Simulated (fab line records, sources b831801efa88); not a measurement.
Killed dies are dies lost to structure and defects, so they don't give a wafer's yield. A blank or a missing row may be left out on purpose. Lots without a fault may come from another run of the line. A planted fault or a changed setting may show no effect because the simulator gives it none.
Which tool did it? | flow sky130 | 24 lots, 72 wafers sampled, at 6 steps of a route of 708

WHAT THE GAUGES READ, wafer by wafer
SKY_CAPM_RS_MEAS_03: measures by four-point-probe. Usual: CAPM_TIN_RS 6.87 ohm/sq, standard deviation 0.064.
lot  | measured     | on            | CAPM_TIN_RS (ohm/sq) | flag
L074 | day 36 08:59 | film_metro-03 | 6.87 6.93 6.88       |
L075 | day 36 15:01 | film_metro-02 | 6.83 6.77 6.80       |
L076 | day 36 18:19 | film_metro-02 | 6.90 6.88 6.85       |
L077 | day 37 04:53 | film_metro-04 | 6.89 6.84 6.83       |
L078 | day 37 18:31 | film_metro-02 | 6.98 6.94 6.94       |
L079 | day 37 21:44 | film_metro-03 | 6.99 6.95 7.00       |
L080 | day 38 12:47 | film_metro-02 | 6.85 6.80 6.84       |
L081 | day 38 14:19 | film_metro-04 | 6.77 6.78 6.75       |
L082 | day 38 20:20 | film_metro-04 | 6.96 6.91 6.88       |
L083 | day 39 10:26 | film_metro-02 | 6.84 6.87 6.89       |
L084 | day 39 17:03 | film_metro-03 | 6.86 6.81 6.93       |
L085 | day 39 20:08 | film_metro-02 | 6.93 6.94 6.97       |
L086 | day 40 07:19 | film_metro-02 | 6.81 6.84 6.85       |
L087 | day 40 12:28 | film_metro-02 | 6.76 6.85 6.78       |
L088 | day 40 16:08 | film_metro-03 | 6.83 6.89 6.81       |
L089 | day 41 02:34 | film_metro-02 | 7.00 6.94 6.97       |
L090 | day 41 10:38 | film_metro-03 | 6.77 6.76 6.84       |
L092 | day 41 21:09 | film_metro-02 | 6.82 6.88 6.83       |
L091 | day 42 00:55 | film_metro-03 | 6.86 6.76 6.82       |
L093 | day 42 05:13 | film_metro-04 | 6.95 6.98 6.98       |
L094 | day 42 08:44 | film_metro-04 | 6.87 6.92 6.97       |
L095 | day 42 16:21 | film_metro-04 | 6.80 6.86 6.89       |
L096 | day 42 21:35 | film_metro-03 | 6.86 6.84 6.80       |
L097 | day 43 03:58 | film_metro-04 | 6.87 6.86 6.90       |

SKY_VIA3_RS_MEAS_22: measures by four-point-probe. Usual: VIA3_W_RS 0.2943 ohm/sq, standard deviation 0.003.
lot  | measured     | on            | VIA3_W_RS (ohm/sq)   | flag
L074 | day 39 15:34 | film_metro-01 | 0.2926 0.2989 0.2936 |
L075 | day 39 20:27 | film_metro-02 | 0.2913 0.2905 0.2910 |
L076 | day 40 01:50 | film_metro-02 | 0.2946 0.2973 0.2947 |
L077 | day 40 10:49 | film_metro-04 | 0.3015 0.2953 0.2973 |
L078 | day 40 23:25 | film_metro-02 | 0.2937 0.2916 0.2918 |
L079 | day 41 03:19 | film_metro-02 | 0.2894 0.2891 0.2901 |
L080 | day 41 16:53 | film_metro-01 | 0.2923 0.2927 0.2921 |
L081 | day 41 18:23 | film_metro-01 | 0.2957 0.2970 0.2950 |
L082 | day 42 00:14 | film_metro-02 | 0.2978 0.2940 0.2955 |
L083 | day 42 13:16 | film_metro-02 | 0.2953 0.2925 0.2916 |
L084 | day 42 19:34 | film_metro-04 | 0.2963 0.2922 0.2957 |
L085 | day 42 22:23 | film_metro-01 | 0.2925 0.2915 0.2924 |
L086 | day 43 08:25 | film_metro-02 | 0.2935 0.2958 0.2925 |
L087 | day 43 14:22 | film_metro-04 | 0.2923 0.2936 0.2915 |
L088 | day 43 19:11 | film_metro-01 | 0.2894 0.2888 0.2922 |
L089 | day 44 05:02 | film_metro-02 | 0.2946 0.2927 0.2902 |
L090 | day 44 10:52 | film_metro-04 | 0.3004 0.3007 0.3006 |
L092 | day 44 20:57 | film_metro-02 | 0.2972 0.2960 0.2952 |
L091 | day 44 23:29 | film_metro-01 | 0.2953 0.2983 0.2965 |
L093 | day 45 03:38 | film_metro-02 | 0.2916 0.2919 0.2950 |
L094 | day 45 07:49 | film_metro-04 | 0.2942 0.2965 0.2968 |
L095 | day 45 15:39 | film_metro-02 | 0.3003 0.2962 0.2951 |
L096 | day 45 19:26 | film_metro-01 | 0.2954 0.2920 0.2900 |
L097 | day 46 00:49 | film_metro-02 | 0.2993 0.2970 0.2966 |

SKY_CAP2M_THK_MEAS_01. Usual: CAP2M_CVD_00_THK 15.48 nm, standard deviation 0.24.
lot  | measured     | on            | CAP2M_CVD_00_THK (nm) | flag
L074 | day 39 16:37 | film_metro-03 | 15.22 15.40 15.21     |
L075 | day 39 21:05 | film_metro-03 | 15.01 15.33 15.38     |
L076 | day 40 02:29 | film_metro-02 | 15.50 15.88 15.74     |
L077 | day 40 11:29 | film_metro-01 | 15.28 15.80 15.83     |
L078 | day 41 00:04 | film_metro-02 | 15.18 15.43 15.50     |
L079 | day 41 03:58 | film_metro-01 | 14.92 15.08 15.30     |
L080 | day 41 17:32 | film_metro-03 | 15.60 15.82 15.75     |
L081 | day 41 19:03 | film_metro-03 | 15.44 15.62 15.61     |
L082 | day 42 01:00 | film_metro-01 | 15.20 15.33 15.34     |
L083 | day 42 13:56 | film_metro-02 | 15.39 15.48 15.58     |
L084 | day 42 20:13 | film_metro-03 | 15.23 15.38 15.83     |
L085 | day 42 23:02 | film_metro-03 | 15.33 15.28 15.36     |
L086 | day 43 09:05 | film_metro-03 | 15.18 15.13 15.64     |
L087 | day 43 15:00 | film_metro-03 | 15.18 15.54 15.57     |
L088 | day 43 19:50 | film_metro-02 | 14.75 14.94 15.00     |
L089 | day 44 05:40 | film_metro-03 | 15.76 15.75 15.48     |
L090 | day 44 11:31 | film_metro-03 | 15.68 15.50 15.46     |
L092 | day 44 21:35 | film_metro-03 | 15.67 15.60 15.46     |
L091 | day 45 00:06 | film_metro-02 | 15.79 15.66 15.47     |
L093 | day 45 04:16 | film_metro-01 | 15.55 15.48 15.84     |
L094 | day 45 08:28 | film_metro-03 | 15.41 15.62 15.83     |
L095 | day 45 16:19 | film_metro-01 | 15.51 15.77 15.91     |
L096 | day 45 20:16 | film_metro-03 | 15.35 15.53 15.80     |
L097 | day 46 01:28 | film_metro-02 | 15.44 15.44 15.75     |

WHICH TOOL RAN EACH LOT (tool, then ch and the chambers of the sampled wafers, then the start)
lot  | SKY_METAL3_SPUTTER_02        | SKY_METAL3_METAL_ETCH_18          | SKY_VIA3_CMP_24
L074 | pvd_sputter-01, day 36 08:38 | rie_metal-03 ch 0,1, day 38 13:22 | cmp-01 ch 0,1,3, day 39 16:12
L075 | pvd_sputter-04, day 36 14:42 | rie_metal-01 ch 0,1, day 38 18:56 | cmp-02 ch 0,2,3, day 39 20:37
L076 | pvd_sputter-01, day 36 18:00 | rie_metal-03 ch 0, day 38 22:25   | cmp-02 ch 0,1,2, day 40 02:05
L077 | pvd_sputter-01, day 37 04:35 | rie_metal-04 ch 0, day 39 08:07   | cmp-01 ch 0,2, day 40 11:00
L078 | pvd_sputter-04, day 37 18:12 | rie_metal-01 ch 1, day 39 20:50   | cmp-02 ch 0,1, day 40 23:34
L079 | pvd_sputter-04, day 37 21:26 | rie_metal-01 ch 1, day 40 00:14   | cmp-02 ch 0,3, day 41 03:32
L080 | pvd_sputter-01, day 38 12:29 | rie_metal-04 ch 0,1, day 40 13:41 | cmp-02 ch 1,2,3, day 41 17:05
L081 | pvd_sputter-01, day 38 14:01 | rie_metal-01 ch 0,1, day 40 15:35 | cmp-01 ch 0,2,3, day 41 18:37
L082 | pvd_sputter-01, day 38 20:01 | rie_metal-01 ch 0,1, day 40 21:45 | cmp-01 ch 1,3, day 42 00:34
L083 | pvd_sputter-04, day 39 10:08 | rie_metal-01 ch 0,1, day 41 10:41 | cmp-02 ch 0,2,3, day 42 13:36
L084 | pvd_sputter-03, day 39 16:45 | rie_metal-04 ch 0,1, day 41 17:33 | cmp-01 ch 0,2,3, day 42 19:50
L085 | pvd_sputter-01, day 39 19:49 | rie_metal-04 ch 0,1, day 41 19:47 | cmp-01 ch 0,1,3, day 42 22:37
L086 | pvd_sputter-01, day 40 07:00 | rie_metal-01 ch 0,1, day 42 06:51 | cmp-02 ch 1,3, day 43 08:36
L087 | pvd_sputter-03, day 40 12:07 | rie_metal-04 ch 0,1, day 42 12:32 | cmp-02 ch 0,1,3, day 43 14:36
L088 | pvd_sputter-01, day 40 15:49 | rie_metal-03 ch 1, day 42 17:11   | cmp-01 ch 0,2,3, day 43 19:24
L089 | pvd_sputter-04, day 41 02:12 | rie_metal-01 ch 0,1, day 43 03:07 | cmp-02 ch 0,3, day 44 05:10
L090 | pvd_sputter-01, day 41 10:20 | rie_metal-03 ch 0,1, day 43 10:30 | cmp-02 ch 0,2,3, day 44 11:02
L092 | pvd_sputter-04, day 41 20:49 | rie_metal-01 ch 0,1, day 43 20:48 | cmp-02 ch 1,2, day 44 21:05
L091 | pvd_sputter-04, day 42 00:34 | rie_metal-03 ch 0,1, day 43 23:24 | cmp-02 ch 1,2,3, day 44 23:42
L093 | pvd_sputter-04, day 42 04:53 | rie_metal-01 ch 0,1, day 44 04:05 | cmp-02 ch 1,2,3, day 45 03:47
L094 | pvd_sputter-04, day 42 08:26 | rie_metal-01 ch 0, day 44 07:24   | cmp-02 ch 0,1, day 45 08:02
L095 | pvd_sputter-01, day 42 16:03 | rie_metal-04 ch 0,1, day 44 15:00 | cmp-02 ch 1,2, day 45 15:50
L096 | pvd_sputter-01, day 42 21:14 | rie_metal-03 ch 0,1, day 44 18:48 | cmp-02 ch 1,3, day 45 19:47
L097 | pvd_sputter-04, day 43 03:40 | rie_metal-01 ch 0,1, day 45 01:26 | cmp-01 ch 1,2,3, day 46 01:02
- SKY_METAL3_SPUTTER_02: material AlCu, target thk 735 nm, time 39.1 s.
- SKY_METAL3_METAL_ETCH_18: etches the open film in Cl2/BCl3, stops on SiO2, target depth 845 nm, time 183.1 s.
- SKY_VIA3_CMP_24: polishes, stops on SiO2, t overpolish 20 s, target thk 0 nm.

WHAT THE TOOLS THEMSELVES READ (means of the sampled wafers that have a number; where no wafer has one, the mark that the record gives instead)
SKY_METAL3_SPUTTER_02. Usual: throttle_valve_pct 30.2 %, standard deviation 0.89.
lot  | tool           | throttle_valve_pct (%) | flag
L074 | pvd_sputter-01 | 29.7                   |
L075 | pvd_sputter-04 | 30.1                   |
L076 | pvd_sputter-01 | 30.6                   |
L077 | pvd_sputter-01 | 30.4                   |
L078 | pvd_sputter-04 | 30.2                   |
L079 | pvd_sputter-04 | 29.9                   |
L080 | pvd_sputter-01 | 29.9                   |
L081 | pvd_sputter-01 | 30.7                   |
L082 | pvd_sputter-01 | 29.7                   |
L083 | pvd_sputter-04 | 29.8                   |
L084 | pvd_sputter-03 | 30.4                   |
L085 | pvd_sputter-01 | 30.7                   |
L086 | pvd_sputter-01 | 30.8                   |
L087 | pvd_sputter-03 | 30.5                   |
L088 | pvd_sputter-01 | 30.4                   |
L089 | pvd_sputter-04 | 30.4                   |
L090 | pvd_sputter-01 | 30.5                   |
L092 | pvd_sputter-04 | 30.1                   |
L091 | pvd_sputter-04 | 30.1                   |
L093 | pvd_sputter-04 | 30.5                   |
L094 | pvd_sputter-04 | 30.3                   |
L095 | pvd_sputter-01 | 30.5                   |
L096 | pvd_sputter-01 | 29.4                   |
L097 | pvd_sputter-04 | 30.5                   |

SKY_METAL3_METAL_ETCH_18. Usual: drypump_motor_current_A 5.8 A, standard deviation 0.41; oes_product_au 0.867 a.u., standard deviation 0.0053; throttle_valve_pct 22.264 %, standard deviation 0.0084.
lot  | tool         | drypump_motor_current_A (A) | oes_product_au (a.u.) | throttle_valve_pct (%) | flag
L074 | rie_metal-03 | 5.3                         | 0.871                 | 22.263                 |
L075 | rie_metal-01 | 6.0                         | 0.864                 | 22.263                 |
L076 | rie_metal-03 | 5.1                         | 0.869                 | 22.260                 |
L077 | rie_metal-04 | 6.0                         | 0.871                 | 22.272                 |
L078 | rie_metal-01 | 6.3                         | 0.873                 | 22.267                 |
L079 | rie_metal-01 | 6.3                         | 0.864                 | 22.269                 |
L080 | rie_metal-04 | 5.6                         | 0.867                 | 22.268                 |
L081 | rie_metal-01 | 6.0                         | 0.862                 | 22.263                 |
L082 | rie_metal-01 | 6.0                         | 0.863                 | 22.260                 |
L083 | rie_metal-01 | 6.0                         | 0.867                 | 22.268                 |
L084 | rie_metal-04 | 5.8                         | 0.872                 | 22.276                 |
L085 | rie_metal-04 | 5.8                         | 0.862                 | 22.262                 |
L086 | rie_metal-01 | 6.1                         | 0.868                 | 22.262                 |
L087 | rie_metal-04 | 5.6                         | 0.862                 | 22.253                 |
L088 | rie_metal-03 | 5.5                         | 0.869                 | 22.259                 |
L089 | rie_metal-01 | 6.2                         | 0.865                 | 22.271                 |
L090 | rie_metal-03 | 5.3                         | 0.868                 | 22.263                 |
L092 | rie_metal-01 | 6.2                         | 0.867                 | 22.267                 |
L091 | rie_metal-03 | 5.4                         | 0.874                 | 22.262                 |
L093 | rie_metal-01 | 6.2                         | 0.861                 | 22.269                 |
L094 | rie_metal-01 | 5.8                         | 0.867                 | 22.267                 |
L095 | rie_metal-04 | 5.7                         | 0.865                 | 22.265                 |
L096 | rie_metal-03 | 5.4                         | 0.859                 | 22.279                 |
L097 | rie_metal-01 | 6.2                         | 0.872                 | 22.260                 |

SKY_VIA3_CMP_24. Usual: edge_zone_pressure_frac 1.000, standard deviation 0.0049; motor_current_A 11.5 A, standard deviation 1.1; overpolish_run_s 20.000 s, standard deviation 0.009; time_to_endpoint_s 93.4 s, standard deviation 2.7.
lot  | tool   | edge_zone_pressure_frac | motor_current_A (A) | overpolish_run_s (s) | time_to_endpoint_s (s) | flag
L074 | cmp-01 | 1.000                   | 10.7                | 19.996               | 95.6                   |
L075 | cmp-02 | 1.001                   | 12.1                | 20.006               | 94.7                   |
L076 | cmp-02 | 0.999                   | 11.8                | 20.002               | 91.6                   |
L077 | cmp-01 | 1.001                   | 11.1                | 19.987               | 90.1                   |
L078 | cmp-02 | 0.994                   | 12.1                | 20.006               | 93.8                   |
L079 | cmp-02 | 1.001                   | 12.0                | 20.002               | 92.3                   |
L080 | cmp-02 | 1.000                   | 11.1                | 20.000               | 95.6                   |
L081 | cmp-01 | 0.999                   | 10.8                | 19.998               | 93.1                   |
L082 | cmp-01 | 1.000                   | 10.9                | 20.001               | 96.6                   |
L083 | cmp-02 | 0.999                   | 12.2                | 19.991               | 93.3                   |
L084 | cmp-01 | 1.001                   | 10.6                | 20.004               | 95.1                   |
L085 | cmp-01 | 1.000                   | 10.8                | 20.000               | 95.0                   |
L086 | cmp-02 | 1.001                   | 11.1                | 20.003               | 96.8                   |
L087 | cmp-02 | 0.997                   | 11.6                | 20.001               | 91.6                   |
L088 | cmp-01 | 0.999                   | 10.7                | 20.005               | 93.7                   |
L089 | cmp-02 | 0.999                   | 11.7                | 20.008               | 91.9                   |
L090 | cmp-02 | 1.002                   | 12.1                | 19.998               | 89.8                   |
L092 | cmp-02 | 0.999                   | 11.2                | 20.004               | 94.5                   |
L091 | cmp-02 | 1.001                   | 11.2                | 19.996               | 90.4                   |
L093 | cmp-02 | 0.997                   | 11.0                | 19.999               | 95.6                   |
L094 | cmp-02 | 1.003                   | 12.3                | 20.004               | 93.3                   |
L095 | cmp-02 | 0.998                   | 11.2                | 20.004               | 95.6                   |
L096 | cmp-02 | 0.999                   | 11.2                | 20.001               | 96.3                   |
L097 | cmp-01 | 0.994                   | 11.4                | 19.997               | 92.4                   |

THE ANSWER, worked out from the rows above alone
Rule: a lot is off if the mean of its wafers that have a number lies more than 3 standard deviations from the usual mean. A lot without any number at a reading at which 4 lots or more have one is off too. The other lots that the step has rows for count as sound. The gauges are gone through in route order, then the tools' own readings, and for those a lot's mean is taken as printed above. The first step at which some lot is off is used, and at that step the reading that is off furthest; a lot without a number counts as furthest.
No lot is off at any reading shown: from this, nothing can be told.

WHAT THE SIMULATOR HAD PUT IN
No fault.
